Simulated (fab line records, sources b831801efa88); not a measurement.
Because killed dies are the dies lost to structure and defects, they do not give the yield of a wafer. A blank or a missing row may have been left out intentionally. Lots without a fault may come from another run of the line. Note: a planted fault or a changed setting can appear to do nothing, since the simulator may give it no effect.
Which tool is to blame? :: flow sky130 :: 24 lots, 72 wafers sampled, at 1 step of a route of 708

## WHAT THE GAUGES SHOWED, per wafer
SKY_RES_XHIGH_TW_MEAS_09. Usual: for RES_XHIGH_TW the level is 1629 and the standard deviation is 8.3.
lot: L074
measured: day 25 22:05
on: film_metro-02
RES_XHIGH_TW: 1629 1626 1625
flag: 

lot: L075
measured: day 26 11:51
on: film_metro-02
RES_XHIGH_TW: 1637 1630 1627
flag: 

lot: L076
measured: day 26 16:51
on: film_metro-03
RES_XHIGH_TW: 1623 1622 1629
flag: 

lot: L077
measured: day 27 11:53
on: film_metro-03
RES_XHIGH_TW: 1629 1619 1614
flag: 

lot: L078
measured: day 27 20:41
on: film_metro-01
RES_XHIGH_TW: 1637 1634 1648
flag: 

lot: L079
measured: day 27 22:12
on: film_metro-01
RES_XHIGH_TW: 1643 1645 1637
flag: 

lot: L080
measured: day 28 06:47
on: film_metro-03
RES_XHIGH_TW: 1628 1625 1617
flag: 

lot: L081
measured: day 28 22:57
on: film_metro-01
RES_XHIGH_TW: 1641 1634 1633
flag: 

lot: L082
measured: day 29 07:23
on: film_metro-02
RES_XHIGH_TW: 1637 1625 1635
flag: 

lot: L083
measured: day 29 13:00
on: film_metro-01
RES_XHIGH_TW: 1629 1626 1641
flag: 

lot: L084
measured: day 29 19:40
on: film_metro-02
RES_XHIGH_TW: 1627 1637 1618
flag: 

lot: L085
measured: day 30 06:44
on: film_metro-02
RES_XHIGH_TW: 1627 1629 1629
flag: 

lot: L086
measured: day 30 10:35
on: film_metro-03
RES_XHIGH_TW: 1614 1617 1623
flag: 

lot: L087
measured: day 31 12:50
on: film_metro-01
RES_XHIGH_TW: 1641 1632 1627
flag: 

lot: L089
measured: day 32 17:51
on: film_metro-01
RES_XHIGH_TW: 1633 1630 1630
flag: 

lot: L088
measured: day 32 19:15
on: film_metro-03
RES_XHIGH_TW: 1626 1628 1620
flag: 

lot: L090
measured: day 33 07:17
on: film_metro-02
RES_XHIGH_TW: 1615 1623 1622
flag: 

lot: L091
measured: day 33 09:41
on: film_metro-02
RES_XHIGH_TW: 1624 1626 1621
flag: 

lot: L092
measured: day 33 17:20
on: film_metro-02
RES_XHIGH_TW: 1613 1615 1608
flag: 

lot: L093
measured: day 33 21:38
on: film_metro-02
RES_XHIGH_TW: 1617 1614 1614
flag: 

lot: L095
measured: day 34 12:38
on: film_metro-01
RES_XHIGH_TW: 1638 1638 1636
flag: 

lot: L094
measured: day 34 18:14
on: film_metro-01
RES_XHIGH_TW: 1631 1639 1637
flag: 

lot: L097
measured: day 34 20:35
on: film_metro-01
RES_XHIGH_TW: 1626 1640 1642
flag: 

lot: L096
measured: day 35 00:40
on: film_metro-01
RES_XHIGH_TW: 1632 1617 1619
flag: 

## TOOL THAT RAN EACH LOT (tool first, then ch and the chambers of the sampled wafers, then the start)
The record shows no process step preceding these readings.

## AS READ BY THE TOOLS THEMSELVES (means over the sampled wafers that have a number; for cases with no such wafer, the mark the record gives instead)
The record holds no such reading with a usual standard deviation.

## THE ANSWER, worked out from the rows above alone
Rule: a lot counts as off when the mean over its wafers that have a number is more than 3 standard deviations away from the usual mean. Also off: a lot with no number at a reading for which 4 or more lots have one. All remaining lots with rows at the step are treated as sound. Order of review: gauges by route order, followed by the tools' own readings, for which a lot's mean as printed above is used. At the first step where some lot is off, the reading lying furthest off is the one used; lots without a number count as furthest.
Nothing can be told from this: no lot is off at any reading shown.

## WHAT THE SIMULATOR HAD INSERTED
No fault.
